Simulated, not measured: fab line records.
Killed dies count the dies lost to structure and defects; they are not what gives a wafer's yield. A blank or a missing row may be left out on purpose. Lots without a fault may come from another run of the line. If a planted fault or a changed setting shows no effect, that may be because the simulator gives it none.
Matching of chambers || flow sky130 || SKY_VIA1_CMP_02 on cmp-01 has 4 sister chambers
The step polishes SiO2. 4 wafers are shown with their chamber, then 8 later ones without.

== WAFERS WITH THEIR CHAMBER ==
{"wafer": "L311.3", "chamber": 2, "motorCurrentA (A)": 14.0}
{"wafer": "L315.2", "chamber": 1, "motorCurrentA (A)": 11.3}
{"wafer": "L315.4", "chamber": 0, "motorCurrentA (A)": 11.2}
{"wafer": "L317.2", "chamber": 3, "motorCurrentA (A)": 12.5}

== WAFERS WHOSE CHAMBER IS MISSING ==
{"wafer": "L317.3", "motorCurrentA (A)": 11.5}
{"wafer": "L317.6", "motorCurrentA (A)": 13.8}
{"wafer": "L326.3", "motorCurrentA (A)": 13.8}
{"wafer": "L326.4", "motorCurrentA (A)": 10.8}
{"wafer": "L326.6", "motorCurrentA (A)": 12.7}
{"wafer": "L329.2", "motorCurrentA (A)": 12.6}
{"wafer": "L329.5", "motorCurrentA (A)": 12.7}
{"wafer": "L329.6", "motorCurrentA (A)": 11.5}

== WHICH CHAMBER EACH WENT THROUGH ==
{"wafer": "L317.3", "from the rows above": "can't be placed: 1 or 0", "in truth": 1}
{"wafer": "L317.6", "from the rows above": 2, "in truth": 2}
{"wafer": "L326.3", "from the rows above": 2, "in truth": 2}
{"wafer": "L326.4", "from the rows above": "can't be placed: 0 or 1", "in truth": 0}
{"wafer": "L326.6", "from the rows above": 3, "in truth": 3}
{"wafer": "L329.2", "from the rows above": 3, "in truth": 3}
{"wafer": "L329.5", "from the rows above": 3, "in truth": 3}
{"wafer": "L329.6", "from the rows above": "can't be placed: 1 or 0", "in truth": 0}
Correct placement for 5 of the 8. Can't be placed from these rows: 3 (the true chamber is among the candidates in 3). Placed wrongly: 0.
How it was worked out, from the rows above alone: a wafer's distance from a chamber is the root of the sum, over the readings, of the square of ((its reading less the chamber's mean) divided by the reading's scatter). The wafer belongs to the nearest chamber; if the next one is less than 2 further off, it can't be placed. Each chamber's mean is taken over the wafers shown for it. The scatter: with one shown wafer a chamber, the root of the mean of the squares of how far each hidden wafer lies from its nearest shown one.
